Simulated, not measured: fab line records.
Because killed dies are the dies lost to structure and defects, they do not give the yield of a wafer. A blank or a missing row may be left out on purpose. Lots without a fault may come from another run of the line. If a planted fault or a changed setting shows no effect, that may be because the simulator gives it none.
fab line records -- flow sfqLine
record lots=14, wafers=42, lastDay=91
route steps=325 shown M3@120 I3@143 M4@155
lots that met no fault: from a run of the same line without faults
startH: hours from the record's opening day to when the first of the lot's shown wafers began -- waitH: hours since the lot's step before -- " as in the row above -- L1.1+2: a row that stands for several wafers -- - either no value or no given start -- * or withheld: withheld -- < > ~ a bound
route shown NAME@n: names a module that has steps shown in the file, with the first one's number in the route -- usual: mean and standard deviation over wafers with no fault -- same: alike in all rows -- chamber/n: place in a boat -- sites: per-site readings -- _std_site: standard deviation across them -- _edge_site: outer sites' mean less inner sites' -- radiusMm: for every site, how far away it sits from the centre of the wafer -- mask NAME#n: copy n -- behind: the last tool/chamber to shape the wafer -- hold: cause of the lot's hold/its duration in hours/its outcome -- device: the transistor (n, p or np) that didn't switch -- end of line: tests of these same wafers at the route's end -- a step without rows: its recipe alone -- killed: not the wafer's yield, but the dies lost to structure and defects at the first sort -- map: dies across one wafer; x = killed, . = not, _ = none there
set.NAME: the run value of the setting; set.NAME@STEP: its run value at that earlier step -- model.NAME: the simulator's own value behind a step, which no gauge read
steps of the route over a sample of lots; a table a step, a row a wafer
services: a tool's chamber out of use, with start hour (startH, from the record's first day; less than 0 if before it), hours out, and reason
## steps
# step SFQ_M3_RS_MEAS_919
# recipe thkMeasGauge=four-point-probe, reads=Nb_of_TRILAYER_M3_DEP_SPUTTER_073
# usual M3_NB_RS=0.887/0.01
lot.wafer,tool,chamber,startH,waitH,M3_NB_RS[ohm/sq]
L702.1,filmMetro-03,-,927.84,0.0,0.904
L702.4,filmMetro-03,-,927.84,0.0,0.902
L702.6,filmMetro-03,-,927.84,0.0,0.902
L703.4,filmMetro-02,-,930.32,0.1,0.874
L703.5,filmMetro-02,-,930.32,0.1,0.874
L703.6,filmMetro-02,-,930.32,0.1,0.883
L704.1,filmMetro-01,-,931.44,0.0,0.906
L704.4,filmMetro-01,-,931.44,0.0,0.898
L704.6,filmMetro-01,-,931.44,0.0,0.895
L706.2,filmMetro-03,-,939.88,0.1,0.884
L706.4,filmMetro-03,-,939.88,0.1,0.880
L706.6,filmMetro-03,-,939.88,0.1,0.890
L711.2,filmMetro-03,-,989.05,0.1,0.883
L711.4,filmMetro-03,-,989.05,0.1,0.892
L711.6,filmMetro-03,-,989.05,0.1,0.887
L712.3,filmMetro-01,-,993.87,0.1,0.896
L712.5,filmMetro-01,-,993.87,0.1,0.902
L712.6,filmMetro-01,-,993.87,0.1,0.892
L713.1,filmMetro-02,-,1010.63,0.0,0.873
L713.3,filmMetro-02,-,1010.63,0.0,0.888
L713.4,filmMetro-02,-,1010.63,0.0,0.883
L714.1,filmMetro-02,-,1013.23,0.0,0.877
L714.2,filmMetro-02,-,1013.23,0.0,0.883
L714.5,filmMetro-02,-,1013.23,0.0,0.881
L715.2,filmMetro-03,-,1032.45,0.1,0.865
L715.3,filmMetro-03,-,1032.45,0.1,0.866
L715.5,filmMetro-03,-,1032.45,0.1,0.875
L717.1,filmMetro-02,-,1046.63,0.0,0.884
L717.4,filmMetro-02,-,1046.63,0.0,0.885
L717.6,filmMetro-02,-,1046.63,0.0,0.884
L719.2,filmMetro-03,-,1052.65,0.1,0.883
L719.3,filmMetro-03,-,1052.65,0.1,0.886
L719.4,filmMetro-03,-,1052.65,0.1,0.885
L721.2,filmMetro-03,-,1072.89,0.1,0.867
L721.3,filmMetro-03,-,1072.89,0.1,0.871
L721.4,filmMetro-03,-,1072.89,0.1,0.879
L722.1,filmMetro-03,-,1098.28,0.0,0.892
L722.5,filmMetro-03,-,1098.28,0.0,0.892
L722.6,filmMetro-03,-,1098.28,0.0,0.897
L723.2,filmMetro-03,-,1105.30,0.1,0.892
L723.3,filmMetro-03,-,1105.30,0.1,0.899
L723.5,filmMetro-03,-,1105.30,0.1,0.893
# step SFQ_I3_OVL_MEAS_923
# usual I3_OVL=2/5.6
lot.wafer,tool,chamber,startH,waitH,I3_OVL[nm]
L702.1,overlay-01,-,1077.84,0.1,10
L702.4,overlay-01,-,1077.84,0.1,2
L702.6,overlay-01,-,1077.84,0.1,3
L703.4,overlay-01,-,1079.00,0.1,2
L703.5,overlay-01,-,1079.00,0.1,1
L703.6,overlay-01,-,1079.00,0.1,1
L704.1,overlay-01,-,1082.58,0.1,0
L704.4,overlay-01,-,1082.58,0.1,-4
L704.6,overlay-01,-,1082.58,0.1,-1
L706.2,overlay-01,-,1095.79,0.1,4
L706.4,overlay-01,-,1095.79,0.1,5
L706.6,overlay-01,-,1095.79,0.1,4
L711.2,overlay-01,-,1140.12,0.1,-5
L711.4,overlay-01,-,1140.12,0.1,1
L711.6,overlay-01,-,1140.12,0.1,-5
L712.3,overlay-01,-,1153.38,0.1,-10
L712.5,overlay-01,-,1153.38,0.1,-1
L712.6,overlay-01,-,1153.38,0.1,3
L713.1,overlay-01,-,1164.17,0.1,10
L713.3,overlay-01,-,1164.17,0.1,5
L713.4,overlay-01,-,1164.17,0.1,13
L714.1,overlay-01,-,1166.57,0.1,11
L714.2,overlay-01,-,1166.57,0.1,-5
L714.5,overlay-01,-,1166.57,0.1,7
L715.2,overlay-02,-,1182.17,0.1,3
L715.3,overlay-02,-,1182.17,0.1,9
L715.5,overlay-02,-,1182.17,0.1,6
L717.1,overlay-02,-,1196.57,0.1,-1
L717.4,overlay-02,-,1196.57,0.1,5
L717.6,overlay-02,-,1196.57,0.1,4
L719.2,overlay-01,-,1207.37,0.1,-7
L719.3,overlay-01,-,1207.37,0.1,1
L719.4,overlay-01,-,1207.37,0.1,-7
L721.2,overlay-02,-,1216.97,0.1,5
L721.3,overlay-02,-,1216.97,0.1,0
L721.4,overlay-02,-,1216.97,0.1,-2
L722.1,overlay-02,-,1240.89,0.1,3
L722.5,overlay-02,-,1240.89,0.1,4
L722.6,overlay-02,-,1240.89,0.1,12
L723.2,overlay-02,-,1242.22,0.1,5
L723.3,overlay-02,-,1242.22,0.1,6
L723.5,overlay-02,-,1242.22,0.1,7
# step SFQ_TRILAYER_I3_VIA_ETCH_VIA_ETCH_088
# recipe target=SiO2, stopOn=Nb, maskMaterial=PR, taperDeg=20, chemistry=CHF3, targetDepthNm=260, sourceW=500, biasW=80, pressureMtorr=30, timeS=withheld
# usual drypumpMotorCurrentA=5.9/0.5, oesProductAu=0.856/0.0054
lot.wafer,tool,chamber,startH,waitH,drypumpMotorCurrentA,oesProductAu
L702.1,rieDiel-04,3,1077.92,0.0,6.1,0.854
L702.4,rieDiel-04,2,1077.92,0.0,6.5,0.869
L702.6,rieDiel-04,0,1077.92,0.0,5.7,0.862
L703.4,rieDiel-01,0,1079.06,0.0,6.0,0.848
L703.5,rieDiel-01,3,1079.06,0.0,6.2,0.860
L703.6,rieDiel-01,0,1079.06,0.0,6.0,0.842
L704.1,rieDiel-04,3,1082.66,0.0,6.1,0.852
L704.4,rieDiel-04,1,1082.66,0.0,4.7,0.858
L704.6,rieDiel-04,1,1082.66,0.0,4.7,0.853
L706.2,rieDiel-04,1,1095.86,0.0,4.7,0.860
L706.4,rieDiel-04,3,1095.86,0.0,6.1,0.853
L706.6,rieDiel-04,1,1095.86,0.0,4.7,0.853
L711.2,rieDiel-01,0,1140.19,0.0,6.0,0.866
L711.4,rieDiel-01,2,1140.19,0.0,6.4,0.855
L711.6,rieDiel-01,2,1140.19,0.0,6.4,0.864
L712.3,rieDiel-04,3,1153.44,0.0,6.1,0.850
L712.5,rieDiel-04,1,1153.44,0.0,4.7,0.861
L712.6,rieDiel-04,0,1153.44,0.0,5.7,0.849
L713.1,rieDiel-01,3,1164.24,0.0,6.2,0.857
L713.3,rieDiel-01,0,1164.24,0.0,6.0,0.861
L713.4,rieDiel-01,2,1164.24,0.0,6.4,0.860
L714.1,rieDiel-03,3,1166.64,0.0,5.9,0.857
L714.2,rieDiel-03,2,1166.64,0.0,5.7,0.850
L714.5,rieDiel-03,2,1166.64,0.0,5.7,0.862
L715.2,rieDiel-01,0,1182.24,0.0,6.0,0.852
L715.3,rieDiel-01,1,1182.24,0.0,6.0,0.855
L715.5,rieDiel-01,0,1182.24,0.0,6.0,0.852
L717.1,rieDiel-04,2,1196.64,0.0,6.5,0.858
L717.4,rieDiel-04,1,1196.64,0.0,4.7,0.854
L717.6,rieDiel-04,2,1196.64,0.0,6.5,0.848
L719.2,rieDiel-01,3,1207.44,0.0,6.2,0.868
L719.3,rieDiel-01,0,1207.44,0.0,6.0,0.859
L719.4,rieDiel-01,2,1207.44,0.0,6.4,0.858
L721.2,rieDiel-01,1,1217.04,0.0,6.0,0.859
L721.3,rieDiel-01,0,1217.04,0.0,5.9,0.864
L721.4,rieDiel-01,2,1217.04,0.0,6.5,0.857
L722.1,rieDiel-01,1,1240.96,0.0,6.0,0.848
L722.5,rieDiel-01,3,1240.96,0.0,6.2,0.853
L722.6,rieDiel-01,0,1240.96,0.0,6.0,0.848
L723.2,rieDiel-03,0,1242.29,0.0,5.8,0.857
L723.3,rieDiel-03,1,1242.29,0.0,4.9,0.853
L723.5,rieDiel-03,0,1242.29,0.0,5.8,0.854
# step SFQ_TRILAYER_M4_LITHO_EXPOSE_094
# recipe maskId=M4, na=0.6, sourceShape=conventional, sigmaOuter=0.65, targetCdNm=500, doseMj=14.4
# usual exposureDoseMJCm2=14.401/0.014, focusOffsetNm=0.0/0.5
lot.wafer,tool,chamber,startH,waitH,mask,exposureDoseMJCm2,focusOffsetNm
L702.1,krfScanner-01,0,1080.88,-,M4#0,14.400,-0.6
L702.4,krfScanner-01,0,1080.88,-,M4#0,14.379,-1.1
L702.6,krfScanner-01,0,1080.88,-,M4#0,14.396,-0.2
L703.4,krfScanner-01,0,1082.68,-,M4#0,14.401,-0.6
L703.5,krfScanner-01,0,1082.68,-,M4#0,14.395,-0.4
L703.6,krfScanner-01,0,1082.68,-,M4#0,14.397,0.1
L704.1,krfScanner-01,0,1084.60,-,M4#0,14.410,-0.5
L704.4,krfScanner-01,0,1084.60,-,M4#0,14.408,-1.1
L704.6,krfScanner-01,0,1084.60,-,M4#0,14.395,0.4
L706.2,krfScanner-01,0,1099.29,-,M4#0,14.415,-0.3
L706.4,krfScanner-01,0,1099.29,-,M4#0,14.412,-0.8
L706.6,krfScanner-01,0,1099.29,-,M4#0,14.419,-0.3
L711.2,krfScanner-01,-,1154.20,-,M4#0,-,-
L711.4,krfScanner-01,-,1154.20,-,M4#0,-,-
L711.6,krfScanner-01,-,1154.20,-,M4#0,-,-
L712.3,krfScanner-01,-,1165.20,-,M4#0,-,-
L712.5,krfScanner-01,-,1165.20,-,M4#0,-,-
L712.6,krfScanner-01,-,1165.20,-,M4#0,-,-
L713.1,krfScanner-01,0,1172.00,-,M4#0,14.382,-0.8
L713.3,krfScanner-01,0,1172.00,-,M4#0,14.383,0.6
L713.4,krfScanner-01,0,1172.00,-,M4#0,14.389,0.3
L714.1,krfScanner-01,0,1174.40,-,M4#0,14.400,0.5
L714.2,krfScanner-01,0,1174.40,-,M4#0,14.421,0.5
L714.5,krfScanner-01,0,1174.40,-,M4#0,14.399,0.7
L715.2,krfScanner-01,0,1184.58,-,M4#0,14.402,-0.3
L715.3,krfScanner-01,0,1184.58,-,M4#0,14.376,0.9
L715.5,krfScanner-01,0,1184.58,-,M4#0,14.404,-0.3
L717.1,krfScanner-01,0,1199.18,-,M4#0,14.402,-0.3
L717.4,krfScanner-01,0,1199.18,-,M4#0,14.412,0.5
L717.6,krfScanner-01,0,1199.18,-,M4#0,14.413,-0.3
L719.2,krfScanner-01,0,1209.58,-,M4#0,14.420,-0.7
L719.3,krfScanner-01,0,1209.58,-,M4#0,14.414,0.1
L719.4,krfScanner-01,0,1209.58,-,M4#0,14.422,0.2
L721.2,krfScanner-01,0,1219.24,-,M4#0,14.406,-0.7
L721.3,krfScanner-01,0,1219.24,-,M4#0,14.417,-0.3
L721.4,krfScanner-01,0,1219.24,-,M4#0,14.409,-0.2
L722.1,krfScanner-01,0,1242.90,-,M4#0,14.378,0.2
L722.5,krfScanner-01,0,1242.90,-,M4#0,14.382,-0.3
L722.6,krfScanner-01,0,1242.90,-,M4#0,14.406,0.4
L723.2,krfScanner-01,0,1244.44,-,M4#0,14.396,0.5
L723.3,krfScanner-01,0,1244.44,-,M4#0,14.410,0.1
L723.5,krfScanner-01,0,1244.44,-,M4#0,14.416,-0.7
## services
tool,chamber,startH,hours,kind
rieDiel-04,1,1063.68,14.9,repair
krfScanner-01,-,1069.05,1.0,pm
rieDiel-04,-,1078.22,1.0,repair
rieDiel-01,1,1079.64,5.6,repair
rieDiel-04,0,1086.94,-,clean
rieDiel-04,0,1086.94,13.3,scheduledDown
rieDiel-03,-,1089.99,14.6,pm
krfScanner-01,-,1093.21,1.3,pm
krfScanner-01,-,1117.54,0.3,repair
rieDiel-03,0,1123.97,6.8,repair
krfScanner-01,-,1131.05,0.6,repair
rieDiel-01,3,1134.25,1.9,repair
rieDiel-01,0,1142.05,1.7,repair
krfScanner-01,-,1145.09,0.6,repair
krfScanner-01,-,1150.85,0.8,pm
rieDiel-03,1,1154.09,13.1,repair
rieDiel-03,1,1171.97,8.8,repair
krfScanner-01,-,1201.56,1.2,repair
rieDiel-03,2,1208.00,8.7,repair
rieDiel-04,3,1227.73,3.1,repair
rieDiel-04,2,1232.80,2.1,repair
krfScanner-01,-,1238.06,1.0,pm
rieDiel-03,2,1238.37,2.1,repair
rieDiel-04,-,1241.78,1.7,repair
## key
firstSign step=SFQ_TRILAYER_M4_LITHO_EXPOSE_094, reading=toolRecord, direction=missing
effect none on later readings
metAt SFQ_TRILAYER_M4_LITHO_EXPOSE_094
struckLots L711,L712
notActingAt SFQ_M3_RS_MEAS_919,SFQ_I3_OVL_MEAS_923,SFQ_TRILAYER_I3_VIA_ETCH_VIA_ETCH_088
onsetBetween 1099.29 1154.20
fault kind=skippedStepWhole, tool=krfScanner-01, chamber=-, onsetH=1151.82, steps=SFQ_TRILAYER_M4_LITHO_EXPOSE_094, scope=struckLotsOnly
